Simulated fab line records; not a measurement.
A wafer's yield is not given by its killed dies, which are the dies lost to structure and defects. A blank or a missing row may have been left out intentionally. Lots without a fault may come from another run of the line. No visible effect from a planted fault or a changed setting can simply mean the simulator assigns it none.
8D (eight disciplines) problem report, filled in by code || flow sky130 || the parts of the form that need people (team, actions taken, sign-off) are left out

1. THE ISSUE
LDD_HVN_TW at SKY_LDD_HVN_TW_MEAS_10 reads a mean of 30 on 3 wafers of 1 lot; wafers without a fault read 1444 with a standard deviation of 17. Relative to the usual mean, that is a shift of -83 standard deviations.
First observed at day 24 18:05: wafer L999.1, on film_metro-02. The record has a number at this step for 39 wafers belonging to 13 lots. By rule, "out" or "out of limits" means more than 4 standard deviations away from the usual mean. Any other wafer with a number is counted as sound.

2. WHAT IT IS, WHAT IT ISN'T
{"question": "which readings at this step", "is": "LDD_HVN_TW", "is not": "-"}
{"question": "which lots", "is": "L999", "is not": "L103, L105, L106, L107, L108, L109, L110, L987, L989, L991, L992, L997"}
{"question": "which wafers of those lots", "is": "all that have a number", "is not": "-"}
{"question": "read on which gauges", "is": "film_metro-02", "is not": "film_metro-01, film_metro-04"}
{"question": "when", "is": "from day 24 18:05", "is not": "up to then (15 sound wafers); but 21 sound wafers of L103, L105, L106, L107, L108, L109, L110 came after"}

3. WHAT RULES OUT EACH SUSPECT
Counting: any tool at a process step up to the reading is kept as a suspect provided that every lot that is out went through it and no sound lot did after the first of them.
- the gauge at SKY_LDD_HVN_TW_MEAS_10 is ruled out. All the wafers that are out were read on film_metro-02, but those of them that SKY_LDD_P_STRIP_10 has rows for are out there too, on other tools.
- plasma_asher-01 at SKY_LDD_P_STRIP_10 (strips in O2/N2): ruled out as a lasting fault. The sound lots L105, L106 went through it after L999, its earliest lot that is out (day 23 12:09).
- plasma_asher-03 at SKY_LDD_HVN_STRIP_09 (strips in O2/N2): ruled out as a lasting fault. The sound lots L103, L108 went through it after L999, its earliest lot that is out (day 24 17:59).
Left after counting: nothing in the record.

4. THE CAUSE (what the simulator had put in)
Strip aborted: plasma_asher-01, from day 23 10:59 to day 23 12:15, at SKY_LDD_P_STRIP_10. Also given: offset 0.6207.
The count ruled it out by mistake, since the rule takes a fault to strike every lot its tool runs from the start of the fault on, and this one did not do so.

5. THE CHAIN OF EFFECTS, in route order
Each row: a reading whose mean over the struck wafers that have a number lies more than 3 standard deviations from the usual. Only readings for which the record gives a usual standard deviation are gone through. hours: the time from each lot's start at the first step in this table that gives one to its start at this step, as a median over the lots. sigmas: the change in usual standard deviations.
{"hours": 0, "step": "SKY_LDD_P_STRIP_10", "reading": "oes_product_au", "usual": "0.715 a.u.", "on struck wafers": 0.939, "change": "+0.224", "sigmas": "+52"}
{"hours": 30, "step": "SKY_LDD_HVN_STRIP_09", "reading": "oes_product_au", "usual": "0.409 a.u.", "on struck wafers": 0.675, "change": "+0.266", "sigmas": "+54"}
{"hours": 30, "step": "SKY_LDD_HVN_STRIP_09", "reading": "strip_time_to_endpoint_s", "usual": "4.134 s", "on struck wafers": 10.610, "change": "+6.476", "sigmas": "+99 or more"}
{"hours": 30, "step": "SKY_LDD_HVN_TW_MEAS_10", "reading": "LDD_HVN_TW", "usual": 1444, "on struck wafers": 30, "change": -1414, "sigmas": -83}
Here are the process steps it includes:
- SKY_LDD_P_STRIP_10: strips in O2/N2.
- SKY_LDD_HVN_STRIP_09: strips in O2/N2.
Readings that are blank on the struck wafers while sound wafers have them: strip_time_to_endpoint_s at SKY_LDD_P_STRIP_10.

6. WHAT WOULD HAVE CAUGHT IT SOONER
The first out-of-limits reading at a measuring or inspecting step in this record came at day 24 18:05, 31 hours after the fault's start at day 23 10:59.
At SKY_LDD_P_STRIP_10, the tool's own readings (oes_product_au) were out on each struck wafer the step has a row for, so an alarm limit on them would have fired on the first such wafer.
